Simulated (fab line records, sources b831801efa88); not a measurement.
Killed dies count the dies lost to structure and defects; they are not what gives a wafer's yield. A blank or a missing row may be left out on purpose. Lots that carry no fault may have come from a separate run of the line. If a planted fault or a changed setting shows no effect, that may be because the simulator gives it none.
Comparing a struck lot with a sound one :: flow sfq_line :: 24 steps out of a route of 325
Sound: these wafers, L301.3, L301.4, L301.5. Struck: wafer L310.4 (L310.3, L310.5, from the same lot, were not struck and are left out); the cause is given at the end.
Each step with rows lists, per side, the tool, then ch with its chambers, then its first start. Under that, the readings that differ: sound wafers :: struck wafers :: difference of the means :: sigmas: that difference in standard deviations of wafers without a fault.
alike: a reading whose means differ by less than 2 such deviations, as well as words and numbers matching on both sides. not compared: withheld readings; readings where some wafer has no value; bounds like >300 that might hide an equal value; numbers whose values overlap and for which the record gives no deviation.
A row with sigmas, a row that says differs or no value, or rows on one side alone: a step with any of these is where the two part. When numbers do not overlap yet have no deviation, they are printed without sigmas and do not part them. Lack of a reading on every wafer of one side parts them only where that side has two or more wafers.

first, 6 steps without rows for these wafers: SFQ_TRILAYER_I0_VIA_LITHO_COAT_036 (resist thk 62 nm); SFQ_TRILAYER_I0_VIA_LITHO_COAT_031 (resist thk 650 nm); SFQ_TRILAYER_I0_VIA_LITHO_SOFTBAKE_035; SFQ_TRILAYER_I0_VIA_LITHO_EXPOSE_032 (exposes mask I0, target cd 500 nm); SFQ_TRILAYER_I0_VIA_LITHO_PEB_034 (peb time 60 s); SFQ_TRILAYER_I0_VIA_LITHO_DEVELOP_033 (time 60 s).
SFQ_I0_OVL_MEAS_908:
  sound on overlay-02, day 10 11:55; struck on overlay-01, day 13 21:29
  alike: I0_OVL
SFQ_TRILAYER_I0_VIA_BARC_OPEN_VIA_ETCH_046: etches BARC in O2, target depth 125 nm, time 41.7 s.
  sound on rie_diel-04 ch 0,3, day 10 11:56; struck on rie_diel-04 ch 0, day 13 21:31
  alike: drypump_motor_current_A, oes_product_au
  not compared: rf_hours_counter_h
SFQ_TRILAYER_I0_VIA_ETCH_VIA_ETCH_034: etches SiO2 in CHF3, stops on Nb, target depth 260 nm.
  sound on rie_diel-04 ch 0,3, day 10 11:58; struck on rie_diel-04 ch 0, day 13 21:34
  alike: drypump_motor_current_A, oes_product_au
SFQ_TRILAYER_I0_VIA_STRIP_STRIP_035: strips in O2.
  sound on rie_metal-02 ch 0,1, day 10 12:17; struck on rie_metal-03 ch 1, day 13 21:52
reading: drypump_motor_current_A (A)
sound: 5.6 5.8 5.8
struck: 6.6
difference: +0.9
sigmas: +3
  alike: oes_product_au
  not compared: rf_hours_counter_h
then, 2 steps without rows for these wafers: SFQ_TRILAYER_I0_VIA_STRIP_SOLV_CLEAN_036 (cleans in NMP, time 600 s); SFQ_TRILAYER_M1_DEP_PRE_CLEAN_038 (time 22.5 s).
SFQ_TRILAYER_M1_DEP_SPUTTER_037: material Nb, target thk 200 nm, time 133.3 s.
  sound on pvd_sputter-06, day 10 12:53; struck on pvd_sputter-03, day 13 22:28
  alike: chamber_pressure_pa, throttle_valve_pct
SFQ_M1_RS_MEAS_909: measures by four-point-probe.
  sound on film_metro-02, day 10 13:01; struck on film_metro-04, day 13 22:36
reading: M1_NB_RS (ohm/sq)
sound: 0.903 0.909 0.912
struck: 1.027
difference: +0.119
sigmas: +7
then, 6 steps without rows for these wafers: SFQ_TRILAYER_M1_LITHO_COAT_044 (resist thk 62 nm); SFQ_TRILAYER_M1_LITHO_COAT_039 (resist thk 600 nm); SFQ_TRILAYER_M1_LITHO_SOFTBAKE_043; SFQ_TRILAYER_M1_LITHO_EXPOSE_040 (exposes mask M1, target cd 500 nm); SFQ_TRILAYER_M1_LITHO_PEB_042 (peb time 60 s); SFQ_TRILAYER_M1_LITHO_DEVELOP_041 (time 60 s).
-- the record jumps here: 3 days lie between the struck wafers' starts before and after --
SFQ_M1_OVL_MEAS_911:
  sound on overlay-01, day 12 22:41; struck on overlay-02, day 16 14:11
  alike: M1_OVL
SFQ_TRILAYER_M1_BARC_OPEN_METAL_ETCH_054: etches BARC in O2, target depth 125 nm, time 41.7 s.
  sound on rie_metal-01 ch 0,1, day 12 22:44; struck on rie_metal-04 ch 1, day 16 14:14
  alike: drypump_motor_current_A, oes_product_au
  not compared: rf_hours_counter_h
SFQ_TRILAYER_M1_ETCH_METAL_ETCH_042: etches Nb in Cl2/Ar, stops on SiO2, target depth 240 nm, time 120 s.
  sound on rie_metal-01 ch 0,1, day 12 22:49; struck on rie_metal-04 ch 1, day 16 14:19
reading: oes_product_au (a.u.)
sound: 0.887 0.877 0.888
struck: 0.828
difference: -0.056
sigmas: -6
  alike: drypump_motor_current_A
  not compared: rf_hours_counter_h
SFQ_TRILAYER_M1_STRIP_STRIP_043: strips in O2.
  sound on rie_metal-01 ch 0,1, day 12 23:06; struck on rie_metal-04 ch 1, day 16 14:36
  alike: drypump_motor_current_A, oes_product_au
  not compared: rf_hours_counter_h

WHERE THEY PART
Earliest at SFQ_TRILAYER_I0_VIA_STRIP_STRIP_035; latest, in this record, at SFQ_TRILAYER_M1_ETCH_METAL_ETCH_042. Later steps at which nothing parts them and some readings are alike: SFQ_TRILAYER_M1_STRIP_STRIP_043.

WHY: whatever the simulator had introduced
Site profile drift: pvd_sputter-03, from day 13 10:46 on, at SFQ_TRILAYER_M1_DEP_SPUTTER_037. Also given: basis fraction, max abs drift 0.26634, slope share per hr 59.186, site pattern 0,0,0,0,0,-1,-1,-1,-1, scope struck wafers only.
